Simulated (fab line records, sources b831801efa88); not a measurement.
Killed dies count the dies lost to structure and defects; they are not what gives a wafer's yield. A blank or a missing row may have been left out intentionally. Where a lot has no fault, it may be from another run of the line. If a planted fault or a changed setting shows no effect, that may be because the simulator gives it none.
fab line records + flow sky130
[record]
- lots = 4
- wafers = 12
- last-day = 49
route steps=708 shown VIA3@593 METAL4@598 CAP2M@603 PAD_OPEN@708
lots with no fault: from the same line, run without faults
start-h: hours from the record's first day to the start of the lot's first wafer shown + wait-h: hours since the lot's step before + " unchanged from the row above + L1.1+2: a row that stands for several wafers + - either no value or no given start + * or withheld: withheld + < > ~ a bound
route shown NAME@n: a module of which the file shows steps, and the number in the route of the first + usual: mean/standard deviation of fault-free wafers + same: alike in all rows + chamber/n: place in a boat + sites: readings site by site + _std_site: the standard deviation of these + _edge_site: mean of outer sites minus mean of inner sites + radius-mm: for every site, how far away it sits from the centre of the wafer + mask NAME#n: copy n + behind: the tool/chamber that last shaped the wafer + hold: what put the lot on hold/how long, in hours/how the hold closed + device: transistor that didn't switch, given as n, p or np + end of line: tests of these same wafers at the route's end + a step with no rows: only its recipe + killed: at the first sort, the dies lost to defects and structure; wafer yield is something else + map: per-die view of a wafer (x killed, . not killed, _ where there is no die)
set.NAME: the setting as run; set.NAME@STEP: as run at that earlier step + model.NAME: the simulator's own value behind a step, which no gauge read
certain route steps with their lots: each step a table, each wafer a row
services: from which hour (start-h, from the record's first day; less than 0 if before it) a tool's chamber was out of use, for how many hours, and why
[[steps]]
[step SKY_VIA3_SPUTTER_20]
[recipe]
- material = TiN
- target-thk-nm = 20
- chamber-pressure-pa = 5
- power-w = 4000
- time-s = 80
[step SKY_VIA3_CVD_21]
[recipe]
- material = W
- target-thk-nm = 390
- time-s = 117.31
- temp-c = 400
- pressure-torr = 40
[step SKY_VIA3_CMP_24]
[recipe]
- stop-on = SiO2
- t-overpolish-s = 20
- down-force-psi = 3.5
- platen-rpm = 60
- target-thk-nm = 0
- pad-velocity-m-s = 0.94248
[step SKY_METAL4_SPUTTER_00]
[recipe]
- material = Ti
- target-thk-nm = 15
- power-w = 3000
- time-s = 10
- chamber-pressure-pa = 0.4
[step SKY_METAL4_SPUTTER_01]
[recipe]
- material = TiN
- target-thk-nm = 20
- power-w = 6500
- time-s = 16.7
- chamber-pressure-pa = 0.4
[step SKY_METAL4_SPUTTER_02]
[recipe]
- material = AlCu
- target-thk-nm = 735
- power-w = 10600
- time-s = 39.1
- chamber-pressure-pa = 0.4
[step SKY_METAL4_SPUTTER_03]
[recipe]
- material = Ti
- target-thk-nm = 5
- power-w = 3000
- time-s = 3.3
- chamber-pressure-pa = 0.4
[step SKY_METAL4_SPUTTER_04]
[recipe]
- material = TiN
- target-thk-nm = 70
- power-w = 6500
- time-s = 58.3
- chamber-pressure-pa = 0.4
[step SKY_CAP2M_CVD_00]
[recipe]
- material = SiO2
- target-thk-nm = 15.5
- temp-c = 400
- time-s = withheld
- rf-w = 450
[step SKY_CAP2M_SPUTTER_02]
[recipe]
- material = TiN
- target-thk-nm = 200
- temp-c = 300
- power-w = 6500
- time-s = 166.7
- chamber-pressure-pa = 0.4
[usual]
- throttle-valve-pct = 30.0/1.1
| lot.wafer | tool           | chamber | start-h | wait-h | throttle-valve-pct | model.TiN_of_CAP2M_SPUTTER_02.thk-nm |
|-----------|----------------|---------|---------|--------|--------------------|--------------------------------------|
| L793.1    | pvd-sputter-02 | -       | 925.77  | 0.1    | 29.7               | 202.2                                |
| L793.2    | "              | -       | "       | "      | 30.4               | 202.2                                |
| L793.5    | "              | -       | "       | "      | 29.4               | 201.9                                |
| L799.1    | pvd-sputter-02 | -       | 979.83  | 0.1    | 29.7               | 270.5                                |
| L799.3    | "              | -       | "       | "      | 28.6               | 200.5                                |
| L799.4    | "              | -       | "       | "      | 30.5               | 202.4                                |
| L800.1    | pvd-sputter-02 | -       | 990.32  | 0.1    | 28.7               | 199.7                                |
| L800.3    | "              | -       | "       | "      | 30.4               | 198.6                                |
| L800.5    | "              | -       | "       | "      | 29.5               | 268.4                                |
| L807.2    | pvd-sputter-04 | -       | 1053.18 | 0.0    | 30.7               | 196.9                                |
| L807.4    | "              | -       | "       | "      | 29.1               | 196.5                                |
| L807.6    | "              | -       | "       | "      | 29.5               | 201.4                                |
[step SKY_CAP2M_RS_MEAS_03]
[recipe]
- thk-meas-gauge = four-point-probe
- reads = TiN_of_CAP2M_SPUTTER_02
[usual]
- CAP2M_TIN_RS = 6.89/0.073
| lot.wafer | tool          | chamber | start-h | wait-h | hold                     | CAP2M_TIN_RS[ohm/sq] |
|-----------|---------------|---------|---------|--------|--------------------------|----------------------|
| L793.1    | film-metro-01 | -       | 925.88  | 0.1    | -                        | 6.82                 |
| L793.2    | "             | -       | "       | "      | -                        | 6.83                 |
| L793.5    | "             | -       | "       | "      | -                        | 6.83                 |
| L799.1    | film-metro-01 | -       | 979.94  | 0.1    | await-dispo/0.2h/release | 5.07                 |
| L799.3    | "             | -       | "       | "      | await-dispo/0.2h/release | 6.88                 |
| L799.4    | "             | -       | "       | "      | await-dispo/0.2h/release | 6.82                 |
| L799.1    | film-metro-01 | -       | 980.22  | 0.3    | -                        | 5.07                 |
| L799.3    | "             | -       | "       | "      | -                        | 6.88                 |
| L799.4    | "             | -       | "       | "      | -                        | 6.82                 |
| L800.1    | film-metro-04 | -       | 990.43  | 0.1    | await-dispo/0.2h/release | 6.94                 |
| L800.3    | "             | -       | "       | "      | await-dispo/0.2h/release | 6.97                 |
| L800.5    | "             | -       | "       | "      | await-dispo/0.2h/release | 5.12                 |
| L800.1    | film-metro-04 | -       | 990.71  | 0.3    | -                        | 6.93                 |
| L800.3    | "             | -       | "       | "      | -                        | 6.96                 |
| L800.5    | "             | -       | "       | "      | -                        | 5.12                 |
| L807.2    | film-metro-04 | -       | 1053.31 | 0.1    | -                        | 7.04                 |
| L807.4    | "             | -       | "       | "      | -                        | 7.03                 |
| L807.6    | "             | -       | "       | "      | -                        | 6.88                 |
[step SKY_CAP2M_THK_MEAS_04]
[recipe]
- thk-meas-gauge = xrf
- reads = TiN_of_CAP2M_SPUTTER_02
[usual]
- CAP2M_TIN_THK = 197.8/2.1
| lot.wafer | tool          | chamber | start-h | wait-h | hold                     | CAP2M_TIN_THK[nm] |
|-----------|---------------|---------|---------|--------|--------------------------|-------------------|
| L793.1    | film-metro-01 | -       | 926.00  | 0.1    | -                        | 200.8             |
| L793.2    | "             | -       | "       | "      | -                        | 199.3             |
| L793.5    | "             | -       | "       | "      | -                        | 199.3             |
| L799.1    | film-metro-01 | -       | 986.38  | 6.1    | await-dispo/0.2h/release | 266.9             |
| L799.3    | "             | -       | "       | "      | await-dispo/0.2h/release | 197.2             |
| L799.4    | "             | -       | "       | "      | await-dispo/0.2h/release | 200.3             |
| L799.1    | film-metro-01 | -       | 986.60  | 0.2    | -                        | 267.0             |
| L799.3    | "             | -       | "       | "      | -                        | 198.6             |
| L799.4    | "             | -       | "       | "      | -                        | 199.9             |
| L800.1    | film-metro-04 | -       | 992.09  | 1.4    | await-dispo/0.2h/release | 197.8             |
| L800.3    | "             | -       | "       | "      | await-dispo/0.2h/release | 197.4             |
| L800.5    | "             | -       | "       | "      | await-dispo/0.2h/release | 264.9             |
| L800.1    | film-metro-04 | -       | 992.39  | 0.3    | -                        | 197.6             |
| L800.3    | "             | -       | "       | "      | -                        | 197.1             |
| L800.5    | "             | -       | "       | "      | -                        | 265.3             |
| L807.2    | film-metro-04 | -       | 1053.42 | 0.1    | -                        | 193.5             |
| L807.4    | "             | -       | "       | "      | -                        | 194.0             |
| L807.6    | "             | -       | "       | "      | -                        | 198.3             |
[step SKY_CAP2M_HMDS_06]
[recipe]
- prime-time-s = 60
- prime-temp-c = 120
[step SKY_CAP2M_COAT_07]
[recipe]
- resist = NOVOLAK
- spin-rpm = 3000
- resist-thk-nm = 1140
[step SKY_CAP2M_SOFTBAKE_08]
[recipe]
- temp-c = 90
- time-s = 60
- resist = NOVOLAK
[step SKY_CAP2M_EXPOSE_09]
[recipe]
- mask-id = CAP2M
- na = 0.6
- source-shape = conventional
- sigma-outer = 0.6
- polarization = unpolarized
- target-cd-nm = 1000
- dose-mj = 159
[step SKY_CAP2M_PEB_10]
[recipe]
- temp-c = withheld
- time-s = *
- resist = NOVOLAK
[step SKY_CAP2M_DEVELOP_11]
[recipe]
- resist = NOVOLAK
- developer = TMAH
- develop-time-s = 60
- dev-temp-c = 23
[step SKY_CAP2M_METAL_ETCH_13]
[recipe]
- target-depth-nm = 220
- stop-on = SiO2
- chemistry = Cl2/BCl3
- target = TiN
- pressure-mtorr = 10
- icp-w = 900
- bias-w = 48.5
- Cl2_flow_sccm = 60
- bcl3-flow-sccm = 30
- time-s = 62.9
[usual]
- drypump-motor-current-A = 5.6/0.31
- oes-product-au = 0.943/0.0073
- throttle-valve-pct = 21.900/0.0089
| lot.wafer | tool         | chamber | start-h | wait-h | drypump-motor-current-A | oes-product-au | rf-hours-counter-h | throttle-valve-pct |
|-----------|--------------|---------|---------|--------|-------------------------|----------------|--------------------|--------------------|
| L793.1    | rie-metal-04 | 0       | 950.73  | 0.0    | 5.5                     | 0.947          | 9                  | 21.900             |
| L793.2    | "            | 1       | "       | "      | 5.9                     | 0.954          | 16                 | 21.904             |
| L793.5    | "            | 1       | "       | "      | 5.9                     | 0.939          | -                  | 21.899             |
| L799.1    | rie-metal-03 | 0       | 1003.18 | 0.0    | 5.1                     | 0.989          | 11                 | 21.851             |
| L799.3    | "            | 1       | "       | "      | 5.6                     | 0.942          | -                  | 21.902             |
| L799.4    | "            | 0       | "       | "      | 5.1                     | 0.948          | -                  | 21.901             |
| L800.1    | rie-metal-04 | 0       | 1013.35 | 0.0    | 5.5                     | 0.932          | 12                 | 21.900             |
| L800.3    | "            | 0       | "       | "      | 5.5                     | 0.940          | -                  | 21.917             |
| L800.5    | "            | 0       | "       | "      | 5.5                     | 1.015          | -                  | 21.854             |
| L807.2    | rie-metal-03 | 0       | 1073.60 | 0.0    | 5.1                     | 0.936          | 15                 | 21.895             |
| L807.4    | "            | 1       | "       | "      | 5.5                     | 0.930          | -                  | 21.905             |
| L807.6    | "            | 0       | "       | "      | 5.1                     | 0.941          | -                  | 21.894             |
[step SKY_CAP2M_STRIP_14]
[recipe]
- chemistry = O2/N2
- power-w = 1400
- pressure-mtorr = 1500
- platen-temp-c = withheld
- o2-flow-sccm = 3000
- n2-flow-sccm = 300
- overash-fraction = 0.5
[step SKY_CAP2M_STRIP_15]
[recipe]
- chemistry = post-etch-residue-remover
- time-s = 1200
- temp-c = 72.5
[step SKY_CAP2M_CLEAN_16]
[recipe]
- chemistry = IPA
- time-s = 180
- temp-c = 25
[step SKY_CAP2M_CLEAN_17]
[recipe]
- chemistry = O3/DIW
- dry = n2-spin
[step SKY_METAL4_DEHYDRATE_05]
[recipe]
- temp-c = 200
- time-s = 60
[step SKY_METAL4_HMDS_06]
[recipe]
- prime-time-s = 60
- prime-temp-c = 120
[step SKY_METAL4_COAT_07]
[recipe]
- resist = BARC
- temp-c = withheld
- time-s = withheld
- spin-rpm = 3000
- resist-thk-nm = 60
[step SKY_METAL4_COAT_08]
[recipe]
- resist = KrF-thick
- spin-rpm = 3000
- resist-thk-nm = 1140
[step SKY_METAL4_SOFTBAKE_09]
[recipe]
- temp-c = 100
- time-s = 90
- resist = KrF-thick
[step SKY_METAL4_EXPOSE_10]
[recipe]
- mask-id = MM4
- na = 0.68
- source-shape = annular
- sigma-inner = 0.4
- sigma-outer = 0.8
- target-cd-nm = 300
- dose-mj = 28
[step SKY_METAL4_PEB_11]
[recipe]
- peb-temp-c = withheld
- peb-time-s = withheld
- resist = KrF-thick
[step SKY_METAL4_DEVELOP_12]
[recipe]
- develop-time-s = 60
- resist = KrF-thick
- dev-temp-c = 21
[step SKY_METAL4_DESCUM_15]
[recipe]
- chemistry = O2
- source-power-w = 150
- bias-power-w = 0
- pressure-mtorr = 10
- temp-c = 40
- time-s = 8
[step SKY_METAL4_ETCH_16]
[recipe]
- chemistry = N2/H2
- target = BARC
- ion-energy-ev = 200
- bias-w = 100
- pressure-mtorr = 30
- n2-flow-sccm = 100
- h2-flow-sccm = 200
- icp-w = 500
- stop-on = SiO2
- time-s = 88.2
- target-depth-a = 600
[step SKY_METAL4_ETCH_17]
[recipe]
- target = SiO2
- stop-on = TiN
- chemistry = C4F8/O2/Ar
- source-w = 1500
- bias-w = 1200
- pressure-mtorr = 40
- c4f8-flow-sccm = withheld
- O2_flow_sccm = 6
- Ar_flow_sccm = 300
- time-s = 3.9
- target-depth-a = 150
[step SKY_METAL4_METAL_ETCH_18]
[recipe]
- target-depth-a = 8450
- stop-on = SiO2
- over-etch-frac = 0.3
- time-s = 183.1
- chemistry = Cl2/BCl3
- resist-sidewall-deg = 88
- pressure-mtorr = 10
- icp-w = 900
- bias-w = 48.5
- Cl2_flow_sccm = 60
- bcl3-flow-sccm = 30
[step SKY_METAL4_STRIP_20]
[recipe]
- chemistry = post-etch-residue-remover
- time-s = 1200
- temp-c = 72.5
| lot.wafer | tool         | chamber | start-h | wait-h | model.TiN_of_CAP2M_SPUTTER_02.thk-nm |
|-----------|--------------|---------|---------|--------|--------------------------------------|
| L793.1    | wet-bench-01 | 0       | 976.53  | 0.1    | 201.3                                |
| L793.2    | "            | 0       | "       | "      | 201.4                                |
| L793.5    | "            | 0       | "       | "      | 201                                  |
| L799.1    | wet-bench-02 | 0       | 1026.43 | 0.1    | 269.7                                |
| L799.3    | "            | 0       | "       | "      | 199.7                                |
| L799.4    | "            | 0       | "       | "      | 201.6                                |
| L800.1    | wet-bench-03 | 1       | 1036.40 | 0.1    | 198.9                                |
| L800.3    | "            | 1       | "       | "      | 197.7                                |
| L800.5    | "            | 1       | "       | "      | 267.6                                |
| L807.2    | wet-bench-02 | 1       | 1094.98 | 0.1    | 196.1                                |
| L807.4    | "            | 1       | "       | "      | 195.7                                |
| L807.6    | "            | 1       | "       | "      | 200.6                                |
[step SKY_PAD_OPEN_PROBE_99]
[usual]
- defect-limited-yield = 82.3/2.1
- killed_at_M0_to_M3 = 44/7.2
- killed_at_M4_up = 3.1/1.7
- killed-at-contacts = 24/5.2
- killed-at-front-end = 15/4.1
- killed-at-other = 0.3/0.61
- killed-dies = 87/10
- killed-open = 48/7.5
- killed-short = 39/6.6
[same]
- gross-dies = 492
- killed-at-back-side = 0
| lot.wafer | tool      | chamber | start-h | wait-h | defect-limited-yield[%] | killed_at_M0_to_M3 | killed_at_M4_up | killed-at-contacts | killed-at-front-end | killed-at-other | killed-dies | killed-open | killed-short | model.etest.tester.sort-n-pass | model.etest.met4.line-ohm-um | model.etest.tester.sort-yield-pct | model.etest.tester.sort_bin_4_pct | model.etest.via4-chain.rc-ohm | model.etest.met4.rs-ohm-sq | model.etest.tester.sort_bin_3_pct | model.etest.met4.rs-ohm-sq-rim-less-centre |
|-----------|-----------|---------|---------|--------|-------------------------|--------------------|-----------------|--------------------|---------------------|-----------------|-------------|-------------|--------------|--------------------------------|------------------------------|-----------------------------------|-----------------------------------|-------------------------------|----------------------------|-----------------------------------|--------------------------------------------|
| L793.1    | prober-02 | -       | 1072.04 | 0.1    | 79.7                    | 49                 | 1               | 29                 | 21                  | 0               | 100         | 66          | 34           | 392                            | 0.1443                       | 79.67                             | 0                                 | 0.8112                        | 0.04339                    | 1.626                             | 0.0003252                                  |
| L793.2    | prober-02 | -       | 1072.09 | 0.1    | 82.7                    | 39                 | 1               | 31                 | 14                  | 0               | 85          | 48          | 36           | 407                            | 0.1465                       | 82.72                             | 0                                 | 0.7869                        | 0.04301                    | 0.6098                            | 0.0001164                                  |
| L793.5    | prober-02 | -       | 1072.24 | 0.2    | 82.3                    | 48                 | 1               | 20                 | 18                  | 0               | 87          | 54          | 32           | 405                            | 0.1452                       | 82.32                             | 0                                 | 0.7846                        | 0.04347                    | 0.4065                            | -0.0001529                                 |
| L799.1    | prober-01 | -       | 1115.89 | 0.1    | 82.5                    | 37                 | 5               | 24                 | 20                  | 0               | 86          | 47          | 39           | 0                              | 78.63                        | 0                                 | 79.54                             | 59.6                          | 23.5                       | 4.402                             | -0.7034                                    |
| L799.3    | prober-01 | -       | 1115.99 | 0.2    | 85.4                    | 34                 | 2               | 19                 | 17                  | 0               | 72          | 48          | 24           | 420                            | 0.1407                       | 85.37                             | 0                                 | 0.8242                        | 0.04272                    | 0.6098                            | 0.000831                                   |
| L799.4    | prober-01 | -       | 1116.04 | 0.2    | 82.7                    | 49                 | 5               | 17                 | 14                  | 0               | 85          | 52          | 33           | 407                            | 0.1428                       | 82.72                             | 0                                 | 0.8009                        | 0.04224                    | 0.4065                            | -0.0004014                                 |
| L800.1    | prober-02 | -       | 1125.56 | 0.1    | 79.7                    | 56                 | 5               | 26                 | 12                  | 1               | 100         | 58          | 41           | 392                            | 0.1383                       | 79.67                             | 0                                 | 0.7803                        | 0.04152                    | 0.6098                            | -8.147e-05                                 |
| L800.3    | prober-02 | -       | 1125.66 | 0.2    | 80.3                    | 53                 | 3               | 25                 | 14                  | 2               | 97          | 57          | 38           | 395                            | 0.1411                       | 80.28                             | 0                                 | 0.8093                        | 0.04202                    | 0.4065                            | -0.000219                                  |
| L800.5    | prober-02 | -       | 1125.76 | 0.2    | 81.7                    | 46                 | 4               | 19                 | 19                  | 2               | 90          | 52          | 38           | 0                              | 94.38                        | 0                                 | 79.42                             | 72.4                          | 28.28                      | 2.901                             | -4.186                                     |
| L807.2    | prober-01 | -       | 1173.02 | 0.1    | 82.5                    | 50                 | 6               | 14                 | 16                  | 0               | 86          | 50          | 35           | 406                            | 0.1404                       | 82.52                             | 0                                 | 0.7906                        | 0.04166                    | 0.4065                            | 0.0004056                                  |
| L807.4    | prober-01 | -       | 1173.12 | 0.2    | 82.3                    | 50                 | 4               | 20                 | 12                  | 1               | 87          | 45          | 40           | 405                            | 0.1429                       | 82.32                             | 0                                 | 0.8166                        | 0.04279                    | 0.813                             | 0.0001799                                  |
| L807.6    | prober-01 | -       | 1173.22 | 0.2    | 80.7                    | 55                 | 1               | 26                 | 13                  | 0               | 95          | 57          | 37           | 397                            | 0.1405                       | 80.69                             | 0                                 | 0.8062                        | 0.04169                    | 0.813                             | -0.0001909                                 |
// killed by level:class
L793.1 CONTACT:geometric-particle:open=12 VIA1:geometric-particle:open=11 VIA2:geometric-particle:open=11 FIELD_ISO:geometric-particle:open=9 LI_CONTACT:geometric-particle:open=8 VIA1:geometric-particle:short=7 METAL2:geometric-particle:short=5 VIA3:geometric-particle:open=5
L793.2 CONTACT:geometric-particle:open=10 VIA1:geometric-particle:open=10 VIA2:geometric-particle:open=8 METAL2:geometric-particle:short=7 LI_CONTACT:geometric-particle:open=7 VIA3:geometric-particle:open=6 CONTACT:geometric-particle:short=6 LOCAL_INTERCONNECT:geometric-particle:short=5
L793.5 VIA1:geometric-particle:open=14 VIA2:geometric-particle:open=10 METAL2:geometric-particle:short=10 CONTACT:geometric-particle:open=9 FIELD_ISO:geometric-particle:open=7 VIA3:geometric-particle:open=7 POLY_GATE:geometric-particle:short=4 LOCAL_INTERCONNECT:geometric-particle:short=4
L799.1 CONTACT:geometric-particle:open=9 LI_CONTACT:geometric-particle:open=8 VIA1:geometric-particle:short=7 VIA1:geometric-particle:open=7 VIA2:geometric-particle:open=6 FIELD_ISO:geometric-particle:open=5 FIELD_ISO:geometric-particle:short=5 METAL2:geometric-particle:short=4
L799.3 VIA1:geometric-particle:open=12 LI_CONTACT:geometric-particle:open=7 FIELD_ISO:geometric-particle:short=6 CONTACT:geometric-particle:open=6 VIA3:geometric-particle:open=6 VIA2:geometric-particle:open=5 FIELD_ISO:geometric-particle:open=4 METAL2:geometric-particle:short=4
L799.4 VIA1:geometric-particle:open=11 CONTACT:geometric-particle:open=10 VIA3:geometric-particle:open=8 VIA2:geometric-particle:open=6 METAL1:geometric-particle:short=5 FIELD_ISO:geometric-particle:open=4 VIA1:geometric-particle:short=4 METAL2:geometric-particle:short=4
L800.1 VIA1:geometric-particle:open=16 CONTACT:geometric-particle:open=11 VIA2:geometric-particle:open=11 VIA1:geometric-particle:short=7 METAL2:geometric-particle:short=7 LOCAL_INTERCONNECT:geometric-particle:short=6 LI_CONTACT:geometric-particle:open=5 FIELD_ISO:geometric-particle:short=3
L800.3 VIA1:geometric-particle:open=12 VIA2:geometric-particle:open=10 CONTACT:geometric-particle:open=8 LI_CONTACT:geometric-particle:open=7 METAL1:geometric-particle:short=7 FIELD_ISO:geometric-particle:open=6 VIA3:geometric-particle:open=6 LOCAL_INTERCONNECT:geometric-particle:short=5
L800.5 VIA1:geometric-particle:open=16 FIELD_ISO:geometric-particle:open=7 METAL2:geometric-particle:short=6 VIA2:geometric-particle:open=6 FIELD_ISO:geometric-particle:short=5 CONTACT:geometric-particle:open=5 POLY_GATE:geometric-particle:open=4 LI_CONTACT:geometric-particle:short=4
L807.2 VIA1:geometric-particle:open=10 VIA2:geometric-particle:open=7 VIA3:geometric-particle:open=7 CONTACT:geometric-particle:open=7 METAL2:geometric-particle:short=7 VIA1:geometric-particle:short=6 METAL4:geometric-particle:short=5 METAL1:geometric-particle:open=4
L807.4 VIA1:geometric-particle:open=12 METAL1:geometric-particle:short=9 VIA1:geometric-particle:short=7 LI_CONTACT:geometric-particle:open=6 CONTACT:geometric-particle:open=6 VIA3:geometric-particle:open=6 VIA2:geometric-particle:short=5 LOCAL_INTERCONNECT:geometric-particle:short=4
L807.6 VIA1:geometric-particle:open=17 CONTACT:geometric-particle:open=10 METAL2:geometric-particle:short=9 VIA2:geometric-particle:open=9 LI_CONTACT:geometric-particle:open=7 POLY_GATE:geometric-particle:open=4 POLY_GATE:geometric-particle:short=4 LOCAL_INTERCONNECT:geometric-particle:short=4
[[services]]
| tool           | chamber | start-h | hours | kind                   |
|----------------|---------|---------|-------|------------------------|
| pvd-sputter-04 | -       | 910.19  | 11.4  | repair                 |
| pvd-sputter-02 | 3       | 917.88  | -     | consumable-replace:kit |
| pvd-sputter-02 | 3       | 917.88  | 18.0  | scheduled-down         |
| pvd-sputter-02 | 3       | 917.88  | 18.0  | vent-cycle             |
| wet-bench-03   | -       | 922.86  | 2.5   | repair                 |
| pvd-sputter-04 | -       | 962.67  | 6.6   | repair                 |
| pvd-sputter-02 | -       | 967.56  | 8.9   | repair                 |
| pvd-sputter-04 | 1       | 992.07  | -     | consumable-replace:kit |
| pvd-sputter-04 | 1       | 992.07  | 18.0  | scheduled-down         |
| pvd-sputter-04 | 1       | 992.07  | 18.0  | vent-cycle             |
| pvd-sputter-02 | 2       | 1081.19 | -     | consumable-replace:kit |
| pvd-sputter-02 | 2       | 1081.19 | 18.0  | scheduled-down         |
| pvd-sputter-02 | 2       | 1081.19 | 18.0  | vent-cycle             |
| pvd-sputter-04 | 0       | 1082.77 | -     | consumable-replace:kit |
| pvd-sputter-04 | 0       | 1082.77 | 18.0  | scheduled-down         |
| pvd-sputter-04 | 0       | 1082.77 | 18.0  | vent-cycle             |
[[key]]
[first-sign]
- step = SKY_CAP2M_RS_MEAS_03
- reading = visit
- direction = added
[effect]
- step = SKY_CAP2M_RS_MEAS_03
- reading = CAP2M_TIN_RS
- direction = down
- sigmas = 25
- usual = 6.89
- struck = 5.10
[effect]
- step = SKY_CAP2M_THK_MEAS_04
- reading = visit
- direction = added
[effect]
- step = SKY_CAP2M_THK_MEAS_04
- reading = CAP2M_TIN_THK
- direction = up
- sigmas = 32
- usual = 197.8
- struck = 265.9
[effect]
- step = SKY_CAP2M_METAL_ETCH_13
- reading = oes-product-au
- direction = up
- sigmas = 8.1
- usual = 0.943
- struck = 1.002
[model-effect]
- step = SKY_CAP2M_SPUTTER_02
- value = TiN_of_CAP2M_SPUTTER_02.thk-nm
- without = 200.7
- struck = 269.5
[model-effect]
- step = SKY_METAL4_STRIP_20
- value = TiN_of_CAP2M_SPUTTER_02.thk-nm
- without = 199.9
- struck = 268.6
[model-effect]
- step = SKY_PAD_OPEN_PROBE_99
- value = etest.tester.sort-n-pass
- without = 404
- struck = 0
met-at SKY_CAP2M_SPUTTER_02
struck-wafers L799.1,L800.5
onset-between 925.77 979.83
[fault]
- kind = process-parameter-drift
- tool = pvd-sputter-02
- chamber = -
- onset-h = 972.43
- steps = SKY_CAP2M_SPUTTER_02
- channel = target-thk-nm
- offset = 68.773
- shape = step
- end-h = 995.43
- acts-in = these-recipes-only
- stated = 200
- scope = struck-wafers-only
